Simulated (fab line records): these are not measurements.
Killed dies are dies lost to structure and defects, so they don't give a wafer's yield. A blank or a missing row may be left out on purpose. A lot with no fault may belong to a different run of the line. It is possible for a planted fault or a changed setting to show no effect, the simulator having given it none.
Which tool was responsible? :: flow gf180mcu :: 6 lots with 18 wafers sampled at 2 steps, on a route of 602 steps

WHAT THE GAUGES READ, wafer by wafer
GF_DNWELL_TW_MEAS_09.
lot: L234
measured: day 3 12:17
on: film metro-02
DNWELL_TW: 1359 1356 1356

lot: L238
measured: day 3 20:38
on: film metro-01
DNWELL_TW: 1352 1355 1350

lot: L239
measured: day 4 09:20
on: film metro-02
DNWELL_TW: 1372 1368 1367

lot: L244
measured: day 5 04:07
on: film metro-03
DNWELL_TW: 1329 1333 1335

lot: L252
measured: day 7 01:37
on: film metro-02
DNWELL_TW: 1546 1550 1560 1547 1548 1535

lot: L256
measured: day 7 20:17
on: film metro-02
DNWELL_TW: 1378 1378 1382

WHAT TOOL EACH LOT RAN ON (gives the tool, then ch and the chambers of the sampled wafers, and finally the start)
lot: L234
GF_DNWELL_IMPLANT_07: implanter-02 ch 0, day 3 12:02

lot: L238
GF_DNWELL_IMPLANT_07: implanter-02 ch 0, day 3 20:23

lot: L239
GF_DNWELL_IMPLANT_07: implanter-03 ch 0, day 4 09:07

lot: L244
GF_DNWELL_IMPLANT_07: implanter-03 ch 0, day 5 03:50

lot: L252
GF_DNWELL_IMPLANT_07: implanter-03 ch 0, day 7 01:22

lot: L256
GF_DNWELL_IMPLANT_07: implanter-04 ch 0, day 7 20:02
- GF_DNWELL_IMPLANT_07

THE ANSWER, worked out from the rows above alone
Rule: the lots themselves supply what counts as usual. The widest of any qualifying gaps counts: lots, ordered by their means at a reading, are off when they make up no more than a third of the lots, leave a main group of 4 or more, and stand apart from it by 3 or more times the standard deviation of that group's means. The tables above print the reading to a certain number of digits; a main group whose means all agree to those digits is not used. A lot without any number at a reading at which 4 lots or more have one is off too. Where the step has rows for the other lots, those lots are counted as sound.
Off: L252, seen at GF_DNWELL_TW_MEAS_09 (DNWELL_TW). The main group: mean 1358, standard deviation 16.
If a tool, at a process step before that reading, ran all the lots that are off and no sound lot after the first of them, it fits. Those tools and the gauges at GF_DNWELL_TW_MEAS_09 are tried in the same way. One candidate fits, namely implanter-03 at GF_DNWELL_IMPLANT_07. A fault onset in the window from L244 (day 5 03:50, its last sound lot) to L252 (day 7 01:22, its first lot off) fits.

WHAT THE SIMULATOR HAD PUT IN
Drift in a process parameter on implanter-03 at GF_DNWELL_IMPLANT_07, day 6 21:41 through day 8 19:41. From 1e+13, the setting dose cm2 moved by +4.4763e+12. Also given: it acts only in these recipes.
Lots struck among those shown: L252. The rule above found the same.
